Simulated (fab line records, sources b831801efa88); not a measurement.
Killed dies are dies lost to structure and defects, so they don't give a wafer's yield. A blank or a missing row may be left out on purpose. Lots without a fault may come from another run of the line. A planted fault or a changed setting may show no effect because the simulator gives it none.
Which tool did it? | flow gf180mcu | 6 lots, 18 wafers sampled, at 2 steps of a route of 602

WHAT THE GAUGES READ, wafer by wafer
GF_CONTACT_THK_MEAS_01.
lot  | measured     | on            | CONTACT_CVD_00_THK (nm)
L656 | day 15 22:29 | film_metro-04 | 308 305 301
L658 | day 16 18:29 | film_metro-04 | 299 295 290
L663 | day 18 18:55 | film_metro-03 | 293 300 293
L665 | day 19 14:35 | film_metro-01 | 299 303 305
L668 | day 20 13:09 | film_metro-01 | 297 290 303
L671 | day 21 07:01 | film_metro-01 | 295 268 297

WHICH TOOL RAN EACH LOT (tool, then ch and the chambers of the sampled wafers, then the start)
lot  | GF_CONTACT_CVD_00
L656 | hdpcvd-01 ch 1,2, day 15 22:26
L658 | hdpcvd-02 ch 0,1,2, day 16 18:26
L663 | hdpcvd-01 ch 1,2, day 18 18:52
L665 | hdpcvd-02 ch 0,1,2, day 19 14:31
L668 | hdpcvd-01 ch 0,1, day 20 13:05
L671 | hdpcvd-02 ch 0,1, day 21 06:57
- GF_CONTACT_CVD_00: deposits SiO2, target thk 300 nm, time 50 s.

THE ANSWER, worked out from the rows above alone
Rule: what is usual is taken from the lots themselves. Put in order of their means at a reading, lots are off if they are a third of the lots or fewer, leave a main group of 4 or more, and stand apart from it by a gap of 3 or more times the standard deviation of the main group's means; of several such gaps the widest counts. A main group whose means are all the same, to the digits that the tables above print for the reading, isn't used. A lot without any number at a reading at which 4 lots or more have one is off too. The other lots that the step has rows for count as sound.
No lot is off at any reading shown: from this, nothing can be told.

WHAT THE SIMULATOR HAD PUT IN
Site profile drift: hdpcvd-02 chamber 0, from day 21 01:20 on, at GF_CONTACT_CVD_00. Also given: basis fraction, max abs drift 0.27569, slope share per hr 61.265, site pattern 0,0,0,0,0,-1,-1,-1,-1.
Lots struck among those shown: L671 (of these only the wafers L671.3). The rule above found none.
